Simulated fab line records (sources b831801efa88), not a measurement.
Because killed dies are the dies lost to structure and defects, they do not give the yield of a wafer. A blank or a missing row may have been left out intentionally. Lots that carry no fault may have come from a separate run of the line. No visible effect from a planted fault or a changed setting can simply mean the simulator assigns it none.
Struck lot and sound lot, side by side	flow sky130	43 steps out of a route of 708
Sound: the wafers L865.3, L865.4, L865.6. Struck: wafer L881.6. (L881.1, L881.5 of the same lot were not struck and are left out.) The cause comes at the end.
Order at every step that has rows: each side's tool, ch and its chambers, its first start. Under that, the readings that differ: sound wafers	struck wafers	difference of the means	sigmas: that difference in standard deviations of wafers without a fault.
alike: words and numbers the same on both sides, and readings whose means are apart by under 2 such deviations; not compared: readings that were withheld, readings missing a value for some wafer, numbers with overlapping values and no deviation given by the record, and bounds like >300 which may hide the same value.
Wherever a step has rows on one side only, a row that says differs or no value, or a row with sigmas, the two part there. Numbers that have no deviation but don't overlap get no sigmas and don't part them. A reading missing from all wafers of one side parts the sides only when that side holds two or more wafers.

SKY_VIA2_SPUTTER_20: material TiN, target thk 20 nm, time 80 s.
  sound on pvdSputter-03, day 37 10:37; struck on pvdSputter-03, day 42 23:36
  alike: cathodeDcPowerW, throttleValvePct
SKY_VIA2_CVD_21: deposits W, target thk 420 nm, time 126.4 s.
  sound on cvdW-01 ch 0,1, day 37 10:43; struck on cvdW-01 ch 1, day 42 23:40
  alike: heaterPowerW
SKY_VIA2_RS_MEAS_22: the measuring method here is four-point-probe.
  sound on filmMetro-03, day 37 10:50; struck on filmMetro-01, day 42 23:47
  alike: VIA2_W_RS
SKY_VIA2_THK_MEAS_23: measures by xrf.
  sound on filmMetro-03, day 37 10:56; struck on filmMetro-01, day 42 23:55
  alike: VIA2_W_THK
then, 3 steps without rows for these wafers: SKY_VIA2_CMP_24 (polishes, stops on SiO2, t overpolish 20 s, target thk 0 nm); SKY_METAL3_SPUTTER_00 (material Ti, target thk 15 nm, time 10 s); SKY_METAL3_SPUTTER_01 (material TiN, target thk 20 nm, time 16.7 s).
SKY_METAL3_SPUTTER_02: material AlCu, target thk 735 nm, time 39.1 s.
  sound on pvdSputter-02, day 37 11:20; struck on pvdSputter-04, day 43 00:19
reading	sound	struck	difference	sigmas
throttleValvePct (%)	31.2 30.7 30.7	29.0	-1.9	-2
  alike: cathodeDcPowerW
then, 1 step without rows for these wafers: SKY_METAL3_SPUTTER_03 (material Ti, target thk 5 nm, time 3.3 s).
SKY_METAL3_SPUTTER_04: material TiN, target thk 70 nm, time 58.3 s.
  sound on pvdSputter-02, day 37 11:23; struck on pvdSputter-04, day 43 00:23
reading	sound	struck	difference	sigmas
throttleValvePct (%)	31.4 30.7 30.9	29.1	-1.9	-2
  alike: cathodeDcPowerW
then, 1 step without rows for these wafers: SKY_CAPM_CVD_00 (deposits SiO2, target thk 15.5 nm).
SKY_CAPM_THK_MEAS_01:
  sound on filmMetro-01, day 37 11:29; struck on filmMetro-03, day 43 00:27
  alike: CAPM_CVD_00_THK
SKY_CAPM_SPUTTER_02: material TiN, target thk 200 nm, time 166.7 s.
  sound on pvdSputter-01, day 37 11:31; struck on pvdSputter-02, day 43 00:31
  alike: cathodeDcPowerW, throttleValvePct
SKY_CAPM_RS_MEAS_03: the measuring method here is four-point-probe.
  sound on filmMetro-04, day 37 11:40; struck on filmMetro-01, day 43 00:37
  alike: CAPM_TIN_RS
SKY_CAPM_THK_MEAS_04: measures by xrf.
  sound on filmMetro-04, day 37 11:46; struck on filmMetro-01, day 43 00:44
  alike: CAPM_TIN_THK
then, 7 steps without rows for these wafers: SKY_CAPM_DEHYDRATE_05 (time 60 s); SKY_CAPM_HMDS_06 (prime time 60 s); SKY_CAPM_COAT_07 (resist thk 1140 nm); SKY_CAPM_SOFTBAKE_08 (time 60 s); SKY_CAPM_EXPOSE_09 (exposes mask CAPM, target cd 1000 nm); SKY_CAPM_PEB_10; SKY_CAPM_DEVELOP_11 (develop time 60 s).
SKY_CAPM_OVL_MEAS_12:
  sound on overlay-02, day 38 12:49; struck on overlay-02, day 43 23:46
  alike: CAPM_OVL
then, 13 steps without rows for these wafers: SKY_CAPM_METAL_ETCH_13 (etches TiN in Cl2/BCl3, stops on SiO2, target depth 220 nm, time 62.9 s); SKY_CAPM_STRIP_14 (strips in O2/N2); SKY_CAPM_STRIP_15 (strips in post etch residue remover, time 1200 s); SKY_CAPM_CLEAN_16 (cleans in IPA, time 180 s); SKY_CAPM_CLEAN_17 (cleans in O3/DIW); SKY_METAL3_DEHYDRATE_05 (time 60 s); SKY_METAL3_HMDS_06 (prime time 60 s); SKY_METAL3_COAT_07 (resist thk 60 nm); SKY_METAL3_COAT_08 (resist thk 1140 nm); SKY_METAL3_SOFTBAKE_09 (time 90 s); SKY_METAL3_EXPOSE_10 (exposes mask MM3, target cd 300 nm); SKY_METAL3_PEB_11; SKY_METAL3_DEVELOP_12 (develop time 60 s).
SKY_METAL3_CD_MEAS_13 targets a cd of 300 nm.
  sound on cdSem-01, day 39 13:42; struck on cdSem-01, day 44 23:26
reading	sound	struck	difference	sigmas
cdNm (nm)	302.8 301.5 303.3	298.2	-4.3	-3
SKY_METAL3_OVL_MEAS_14:
  sound on overlay-01, day 39 13:47; struck on overlay-01, day 44 23:33
  alike: METAL3_OVL
then, 1 step without rows for these wafers: SKY_METAL3_DESCUM_15 (chemistry O2, time 8 s).
SKY_METAL3_ETCH_16: etches BARC in N2/H2, stops on SiO2, time 88.2 s, target depth 60 nm.
  sound on rieMetal-04 ch 0,1, day 39 13:53; struck on rieMetal-03 ch 1, day 44 23:37
  alike: drypumpMotorCurrentA, oesProductAu, throttleValvePct
  not compared: rfHoursCounterH
then, 2 steps without rows for these wafers: SKY_METAL3_ETCH_17 (etches SiO2 in C4F8/O2/Ar, stops on TiN, time 3.9 s, target depth 15 nm); SKY_METAL3_METAL_ETCH_18 (etches the open film in Cl2/BCl3, stops on SiO2, target depth 845 nm, time 183.1 s).
-- the record jumps here: 6 days lie between the struck wafers' starts before and after (it left off in module METAL3 and takes up again in module PAD_OPEN, whose first step shown is number 708 of the route) --
SKY_PAD_OPEN_PROBE_99:
  sound on prober-01, day 46 20:02; struck on prober-01, day 50 22:08
reading	sound	struck	difference	sigmas
defectLimitedYield (%)	80.9 79.9 80.7	73.6	-6.9	-3
killedAtFrontEnd	30 32 24	18	-11	-2
killedAtOther	0 0 0	29	+29	+50
killedDies	94 99 95	130	+34	+3
model.etest.tester.sortNPass	398 393 397	362	-34	
model.etest.tester.sortYieldPct (%)	80.89 79.88 80.69	73.58	-6.91	
model.etest.tester.sort_bin_5_pct (%)	11.99 11.18 10.98	14.23	+2.85	
  alike: killed_at_M0_to_M3, killed_at_M4_up, killedAtContacts, killedOpen, killedShort

## WHERE THEY PART
First at SKY_METAL3_SPUTTER_02; last, within this record, at SKY_PAD_OPEN_PROBE_99.

WHY: the cause the simulator had injected
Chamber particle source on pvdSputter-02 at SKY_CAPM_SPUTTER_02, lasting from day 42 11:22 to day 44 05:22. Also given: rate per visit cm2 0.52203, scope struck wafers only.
